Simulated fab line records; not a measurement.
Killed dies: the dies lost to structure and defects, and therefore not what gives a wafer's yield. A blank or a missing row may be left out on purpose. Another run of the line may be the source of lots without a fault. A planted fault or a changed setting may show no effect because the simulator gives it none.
Struck lot and sound lot, side by side / flow sky130 / 15 out of 708 route steps
Sound: wafers L849.1, L849.5, L849.6. The struck wafers were L856.2, L856.3, L856.6. The cause is given at the end.
Order at every step that has rows: each side's tool, ch and its chambers, its first start. Under that, the readings that differ: sound wafers / struck wafers / difference of the means / sigmas: that difference in standard deviations of wafers without a fault.
alike: a reading whose means differ by less than 2 such deviations, as well as words and numbers matching on both sides. not compared: withheld readings; readings where some wafer has no value; bounds like >300 that might hide an equal value; numbers whose values overlap and for which the record gives no deviation.
The two part at a step that has a row with sigmas, a row that says differs or no value, or rows on one side only. Numbers that don't overlap but have no deviation are shown without sigmas and don't part them. A reading missing from all wafers of one side parts the sides only when that side holds two or more wafers.

SKY_LDD_HVP_TW_MEAS_10:
  sound: film metro-03 at day 25 11:23; struck: film metro-03 at day 27 23:08
  alike: LDD_HVP_TW
then, 7 steps without rows for these wafers: SKY_LDD_LDN_DEHYDRATE_00 (time 60 s); SKY_LDD_LDN_HMDS_01 (prime time 60 s); SKY_LDD_LDN_COAT_02 (resist thk 1140 nm); SKY_LDD_LDN_SOFTBAKE_03 (time 60 s); SKY_LDD_LDN_EXPOSE_04 (exposes mask LDNTM, target cd 700 nm); SKY_LDD_LDN_PEB_05; SKY_LDD_LDN_DEVELOP_06 (develop time 57.14 s).
SKY_LDD_LDN_OVL_MEAS_07:
  sound: overlay-02 at day 26 16:44; struck: overlay-01 at day 29 03:17
  alike: LDD_LDN_OVL
then, 3 steps without rows for these wafers: SKY_LDD_LDN_IMPLANT_08; SKY_LDD_LDN_IMPLANT_09; SKY_LDD_LDN_IMPLANT_10.
SKY_LDD_LDN_IMPLANT_11:
  sound on implanter-03 ch 0, day 26 17:13; struck on implanter-04 ch 0, day 29 03:48
reading=beam energy keV; sound=14.996 14.995 14.999; struck=15.806 15.817 15.804; difference=+0.812; sigmas=+99 or more
reading=model.implant.rp nm (nm); sound=12.18 12.18 12.18; struck=12.78 12.78 12.78; difference=+0.60; sigmas=
reading=model.implant.drp nm (nm); sound=5.933 5.933 5.933; struck=6.146 6.146 6.146; difference=+0.213; sigmas=
SKY_LDD_LDN_STRIP_12: strips in O2/N2.
  sound on plasma asher-02 ch 0,1, day 26 17:22; struck on plasma asher-03 ch 0,1, day 29 03:55
  alike: drypump motor current A, oes product au, strip time to endpoint s
  not compared: rf hours counter h
SKY_PAD_OPEN_PROBE_99:
  rows exist in the record for the sound wafers here (prober-02, day 48 02:03), none for the struck ones

## WHERE THEY PART
Earliest at SKY_LDD_LDN_IMPLANT_11; latest, in this record, at SKY_PAD_OPEN_PROBE_99.

WHY: the cause the simulator had injected
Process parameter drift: implanter-04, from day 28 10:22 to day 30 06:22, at SKY_LDD_LDN_IMPLANT_11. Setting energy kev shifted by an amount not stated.
